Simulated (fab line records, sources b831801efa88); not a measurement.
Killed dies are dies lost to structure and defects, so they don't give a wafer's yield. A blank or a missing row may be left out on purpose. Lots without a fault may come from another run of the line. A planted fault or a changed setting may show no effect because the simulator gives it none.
One fault seen from 2 desks | flow sky130 | each desk has only its own numbers; what lay behind them comes last

THE TOOL OWNER'S DESK: implanter-01
The tool's own readings at SKY_LDD_N_IMPLANT_11: means of the sampled wafers that have a number, for each lot that ran on this tool. A lot is out of limits, marked OUT, if its mean lies more than 4 standard deviations from the usual mean; the brackets give that distance.
Columns: A = beam_energy_keV at SKY_LDD_N_IMPLANT_11, usual 20.001
lot  | first seen here | A
L223 | day 17 06:16    | 20.003
L224 | day 17 18:05    | 20.000
L225 | day 18 08:26    | 20.005
L226 | day 18 16:28    | 20.006
L232 | day 20 17:27    | 18.090 (-99 or more) OUT
L233 | day 21 06:31    | 18.090 (-99 or more) OUT
This desk's finding: out of limits on L232, L233; first on L232, day 20 17:27 (beam_energy_keV at SKY_LDD_N_IMPLANT_11). In limits: L223, L224, L225, L226.

THE METROLOGY DESK
What the gauges read, lot by lot, whatever tool the lot ran on: means of the sampled wafers that have a number. A lot is out of limits, marked OUT, if its mean lies more than 4 standard deviations from the usual mean; the brackets give that distance.
Columns: A = VIA1_W_THK at SKY_VIA1_THK_MEAS_23, usual 275 nm; B = CAPM_TIN_THK at SKY_CAPM_THK_MEAS_04, usual 197.3 nm
lot  | first seen here | A   | B
L223 | day 33 13:25    | 276 | 196.0
L224 | day 34 00:14    | 279 | 200.1
L225 | day 34 13:27    | 274 | 200.0
L226 | day 34 19:32    | 271 | 199.1
L232 | day 36 13:44    | 277 | 196.0
L233 | day 37 03:35    | 274 | 198.6
L236 | day 37 18:25    | 274 | 197.5
L237 | day 38 08:36    | 277 | 196.3
L238 | day 38 10:34    | 269 | 195.7
L239 | day 39 02:29    | 274 | 201.0
L241 | day 39 07:08    | 276 | 196.6
L242 | day 39 14:51    | 277 | 197.0
L243 | day 40 02:20    | 280 | 196.6
This desk's finding: nothing out of limits on any of the 13 lots.

PUT TOGETHER
The tool owner's desk could have raised an alarm at day 20 17:27, on L232, L233.
The metrology desk saw nothing out of limits.
The metrology desk has L232, L233 on record, within its limits.
Of the lots named, all ran SKY_LDD_N_IMPLANT_11 on implanter-01.

WHAT THE SIMULATOR HAD PUT IN
Process parameter drift: implanter-01, from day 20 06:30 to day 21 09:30, at SKY_LDD_N_IMPLANT_11. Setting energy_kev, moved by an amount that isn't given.
Lots struck among those shown: L232, L233.
Hours from the fault's start to each desk's first reading out of limits: the tool owner's desk, 11.
